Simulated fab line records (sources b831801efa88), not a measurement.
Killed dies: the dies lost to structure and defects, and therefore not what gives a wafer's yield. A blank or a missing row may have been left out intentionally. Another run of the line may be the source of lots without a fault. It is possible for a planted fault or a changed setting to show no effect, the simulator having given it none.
2 desks, one fault :: flow sky130 :: only its own numbers are on each desk; what lay behind them is given at the end

## FROM THE METROLOGY DESK
What the gauges read, lot by lot, whatever tool the lot ran on: means of the sampled wafers that have a number. If a lot's mean is further than 4 standard deviations from the usual mean, the lot is out of limits and carries the mark OUT (the distance appears in the brackets).
Columns: A = SD_N_OVL at SKY_SD_N_OVL_MEAS_08, usual -0.7 nm; B = LI_CONTACT_BOW at SKY_LI_CONTACT_BOW_MEAS_03, usual 56 um
lot: L500
first seen here: day 28 09:22
A: -0.9
B: 59

lot: L502
first seen here: day 28 20:16
A: -1.6
B: 50

lot: L503
first seen here: day 30 19:26
A: -2.0
B: 57

lot: L504
first seen here: day 30 21:35
A: 1.2
B: 58

lot: L507
first seen here: day 31 08:53
A: -2.2
B: 53

lot: L510
first seen here: day 31 23:16
A: -2.1
B: 57

lot: L516
first seen here: day 34 11:47
A: 0.4
B: 52

lot: L514
first seen here: day 34 12:49
A: 0.6
B: 59

lot: L517
first seen here: day 34 23:10
A: 0.5
B: 55

lot: L518
first seen here: day 35 05:17
A: 1.0
B: 49

lot: L519
first seen here: day 35 12:47
A: -0.9
B: 54
Result from this desk: across the 11 lots, nothing is out of limits.

## AT THE TOOL OWNER'S DESK: rie_diel-02
The tool's own readings at SKY_LI_CONTACT_ETCH_15 (etches PSG in C4F8/O2/Ar, stops on Si, target depth 600 nm): means of the sampled wafers that have a number, for each lot that ran on this tool. If a lot's mean is further than 4 standard deviations from the usual mean, the lot is out of limits and carries the mark OUT (the distance appears in the brackets).
Columns: A = oes_product_au at SKY_LI_CONTACT_ETCH_15, usual 0.837 a.u.; B = rf_fwd_power_W at SKY_LI_CONTACT_ETCH_15, usual 1493 W
lot: L500
first seen here: day 29 14:46
A: 0.837
B: 1485

lot: L502
first seen here: day 30 04:57
A: 0.835
B: 1496

lot: L503
first seen here: day 32 00:54
A: 0.837
B: 1495

lot: L507
first seen here: day 32 12:15
A: 0.833
B: 1252 (-47) OUT

lot: L510
first seen here: day 33 02:33
A: 0.839
B: 1250 (-48) OUT

lot: L517
first seen here: day 36 04:09
A: 0.829
B: 1494

lot: L518
first seen here: day 36 08:45
A: 0.835
B: 1492

lot: L519
first seen here: day 36 17:00
A: 0.836
B: 1492
Finding of this desk: L507, L510 out of limits; the first was L507 at day 32 12:15, on rf_fwd_power_W at SKY_LI_CONTACT_ETCH_15. L500, L502, L503, L517, L518, L519: within limits.

## BROUGHT TOGETHER
The tool owner's desk had the chance to raise an alarm at day 32 12:15 on L507, L510.
Nothing out of limits was seen by the metrology desk.
The metrology desk has L507, L510 on record, within its limits.
Of the lots named, all ran SKY_LI_CONTACT_ETCH_15 on rie_diel-02.

## WHAT WAS PUT IN BY THE SIMULATOR
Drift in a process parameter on rie_diel-02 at SKY_LI_CONTACT_ETCH_15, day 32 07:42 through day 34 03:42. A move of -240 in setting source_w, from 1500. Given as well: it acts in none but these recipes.
Struck lots among those shown: L507, L510.
How many hours passed from the start of the fault until each desk's first out-of-limits reading: the tool owner's desk, 5.
